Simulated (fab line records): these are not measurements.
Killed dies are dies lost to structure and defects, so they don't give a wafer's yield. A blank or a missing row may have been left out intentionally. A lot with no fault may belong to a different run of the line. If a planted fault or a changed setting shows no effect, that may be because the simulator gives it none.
Check of tool commonality	flow sky130	10 lots, 30 wafers sampled

## REASON FOR OPENING
3 of 10 lots carry a flag on the reading RES_XHIGH_TW at SKY_RES_XHIGH_TW_MEAS_09. Wafers without a fault read 1642, standard deviation 9.2.
Rule: a lot is flagged in two cases, either no wafer of it has a number, or all its wafers with numbers fall more than 4 standard deviations from that mean. As for the other lots, they are considered sound.

lot	measured	on	RES_XHIGH_TW, wafer by wafer	flag
L356	day 26 11:58	film metro-01	1651 1645 1646	
L357	day 27 00:24	film metro-04	1643 1644 1650	
L358	day 27 22:45	film metro-04	1646 1656 1650	
L362	day 29 03:23	film metro-04	1645 1639 1639	
L364	day 29 19:25	film metro-01	1638 1633 1634	
L365	day 30 00:30	film metro-01	1639 1630 1625	
L366	day 30 08:09	film metro-01	1635 1638 1628	
L368	day 31 01:06	film metro-04	2006 2006 2011	FLAGGED
L373	day 32 16:37	film metro-04	2013 2032 2025	FLAGGED
L378	day 33 23:48	film metro-04	2001 2019 2018	FLAGGED
On average the flagged lots' numbers are 2015, which is +373 against the usual, or +40 standard deviations.

## EACH LOT AND THE TOOL IT RAN ON
The record holds 2 process steps before the reading, out of a route of 708 steps. Cell contents, in order: the tool; ch with the chambers the sampled wafers went through; the start.
lot	flag	SKY_RES_XHIGH_IMPLANT_07	SKY_RES_XHIGH_STRIP_08
L356		implanter-01 ch 0, day 26 11:45	plasma asher-02 ch 0,1, day 26 11:53
L357		implanter-03 ch 0, day 27 00:11	plasma asher-04 ch 0,1, day 27 00:19
L358		implanter-04 ch 0, day 27 22:30	plasma asher-01 ch 0,1, day 27 22:39
L362		implanter-01 ch 0, day 29 03:09	plasma asher-04 ch 0,1, day 29 03:17
L364		implanter-04 ch 0, day 29 19:12	plasma asher-02 ch 0,1, day 29 19:20
L365		implanter-01 ch 0, day 30 00:17	plasma asher-01 ch 0,1, day 30 00:25
L366		implanter-03 ch 0, day 30 07:54	plasma asher-02 ch 0,1, day 30 08:03
L368	FLAGGED	implanter-03 ch 0, day 31 00:33	plasma asher-04 ch 0,1, day 31 01:00
L373	FLAGGED	implanter-01 ch 0, day 32 15:53	plasma asher-04 ch 0,1, day 32 16:21
L378	FLAGGED	implanter-03 ch 0, day 33 23:13	plasma asher-04 ch 0,1, day 33 23:41
What the steps here do:
- SKY_RES_XHIGH_IMPLANT_07
- SKY_RES_XHIGH_STRIP_08: strips in O2/N2.
- SKY_RES_XHIGH_TW_MEAS_09

## FLAGGED AGAINST TOTAL, ONE TOOL AT A TIME (gauges that did the reading follow at the end)
step	tool	lots run	flagged	share of the flagged lots	sound lots run after its first flagged lot
SKY_RES_XHIGH_IMPLANT_07	implanter-01	4	1	some	0
SKY_RES_XHIGH_IMPLANT_07	implanter-03	4	2	some	0
SKY_RES_XHIGH_IMPLANT_07	implanter-04	2	0	none	-
SKY_RES_XHIGH_STRIP_08	plasma asher-01	2	0	none	-
SKY_RES_XHIGH_STRIP_08	plasma asher-02	3	0	none	-
SKY_RES_XHIGH_STRIP_08	plasma asher-04	5	3	all	0
SKY_RES_XHIGH_TW_MEAS_09	film metro-01	4	0	none	-
SKY_RES_XHIGH_TW_MEAS_09	film metro-04	6	3	all	0

## WHAT IS ALLOWED BY THE TABLE
plasma asher-04 at SKY_RES_XHIGH_STRIP_08 and film metro-04 at SKY_RES_XHIGH_TW_MEAS_09 are the 2 rows of the table that ran each flagged lot.
- plasma asher-04 at SKY_RES_XHIGH_STRIP_08: 3 of its 5 lots flagged. A fault beginning between L362 (day 29 03:17), its last sound lot, and L368 (day 31 01:00), its first flagged one, fits the data. Its own readings (oes product au, strip time to endpoint s) fall more than 4 standard deviations out on all wafers of the flagged lots.
- film metro-04 at SKY_RES_XHIGH_TW_MEAS_09: 3 of its 6 lots flagged. A fault beginning between L362 (day 29 03:23), its last sound lot, and L368 (day 31 01:06), its first flagged one, fits the data.
Because each of these 2 tools fits a fault that began at some hour, counting lots does not separate them. More lots, or a look at what each step does to the wafer, might.

## WHAT THE SIMULATOR HAD PUT IN
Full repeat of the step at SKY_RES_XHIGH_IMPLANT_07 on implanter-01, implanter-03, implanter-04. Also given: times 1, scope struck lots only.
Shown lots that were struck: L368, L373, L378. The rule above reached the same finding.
